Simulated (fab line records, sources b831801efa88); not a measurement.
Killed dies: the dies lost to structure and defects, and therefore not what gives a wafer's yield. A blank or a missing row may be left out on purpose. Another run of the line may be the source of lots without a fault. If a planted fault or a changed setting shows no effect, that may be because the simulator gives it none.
Which tool was responsible? -- flow sky130 -- 7 lots, 21 wafers sampled, at 1 step of a route of 708

WHAT THE GAUGES READ, wafer by wafer
SKY_VIA3_THK_MEAS_01.
lot,measured,on,VIA3_HDPCVD_THK (nm)
L429,day 40 03:40,film-metro-01,1630 1627 1631
L433,day 41 06:53,film-metro-03,1613 1628 1602
L438,day 42 08:35,film-metro-01,1629 1638 1631
L442,day 43 04:11,film-metro-03,1584 1606 1609
L444,day 43 14:17,film-metro-01,1615 1585 1621
L446,day 44 08:50,film-metro-04,1612 1617 1589
L449,day 45 08:52,film-metro-01,1640 1630 1642

WHAT TOOL EACH LOT RAN ON (gives the tool, then ch and the chambers of the sampled wafers, and finally the start)
Before these readings, the record contains no process step.

THE ANSWER, worked out from the rows above alone
Rule: the lots themselves supply what counts as usual. The widest of any qualifying gaps counts: lots, ordered by their means at a reading, are off when they make up no more than a third of the lots, leave a main group of 4 or more, and stand apart from it by 3 or more times the standard deviation of that group's means. Not used: any main group whose means are identical at the precision the tables above print for the reading. A lot without any number at a reading at which 4 lots or more have one is off too. All remaining lots with rows at the step are treated as sound.
None of the lots is off at any reading shown; this tells nothing.

WHAT HAD BEEN PUT IN BY THE SIMULATOR
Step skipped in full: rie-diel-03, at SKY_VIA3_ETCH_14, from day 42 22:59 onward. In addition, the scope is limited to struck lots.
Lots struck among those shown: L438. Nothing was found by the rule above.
